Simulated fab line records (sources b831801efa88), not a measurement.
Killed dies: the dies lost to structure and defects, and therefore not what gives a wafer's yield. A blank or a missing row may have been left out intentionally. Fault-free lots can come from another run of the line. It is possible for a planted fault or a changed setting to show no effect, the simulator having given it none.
Matching of chambers -- flow sky130 -- 4 sister chambers for SKY_VIA3_ETCH_15 on rie-diel-04
The step etches SiO2 in C4F8/O2/Ar, stops on TiN, target depth 507 nm, time 78 s. 8 wafers are shown with their chamber, then 12 later ones without.

## WAFERS, EACH WITH ITS CHAMBER
wafer,chamber,rf-fwd-power-W (W),oes-product-au (a.u.)
L084.5,3,1496,0.946
L088.5,0,1493,0.943
L088.6,1,1487,0.950
L090.1,2,1497,0.936
L090.2,1,1489,0.946
L090.4,0,1489,0.941
L091.4,3,1495,0.953
L091.6,2,1494,0.956

## WAFERS MISSING THEIR CHAMBER
wafer,rf-fwd-power-W (W),oes-product-au (a.u.)
L093.1,1494,0.944
L093.4,1494,0.947
L093.5,1501,0.946
L095.1,1499,0.945
L095.3,1499,0.941
L095.5,1492,0.946
L094.1,1498,0.952
L094.3,1495,0.945
L094.6,1501,0.951
L097.2,1497,0.945
L097.3,1488,0.937
L097.6,1490,0.944

## EACH ONE'S CHAMBER
wafer,from the rows above,in truth
L093.1,can't be placed: 2 or 3 or 0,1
L093.4,can't be placed: 2 or 3 or 0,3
L093.5,can't be placed: 2 or 3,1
L095.1,can't be placed: 2 or 3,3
L095.3,can't be placed: 2 or 3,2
L095.5,can't be placed: 0 or 2 or 3 or 1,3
L094.1,can't be placed: 3 or 2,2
L094.3,can't be placed: 2 or 3 or 0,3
L094.6,can't be placed: 3 or 2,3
L097.2,can't be placed: 2 or 3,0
L097.3,can't be placed: 1 or 0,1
L097.6,can't be placed: 0 or 1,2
Placed correctly: 0 of 12. These rows do not allow placing 12 (true chamber among the candidates in 8). 0 placed wrongly.
How it was worked out, from the rows above alone: a wafer's distance from a chamber is the root of the sum, over the readings, of the square of ((its reading less the chamber's mean) divided by the reading's scatter). If the next closest chamber is less than 2 further off than the closest, the wafer can't be placed; otherwise it belongs to the closest. The mean given for a chamber averages the wafers shown for that chamber. The scatter is the square root of a quotient: the sum, over the shown wafers, of each reading's squared deviation from its chamber's mean, divided by wafers minus chambers.
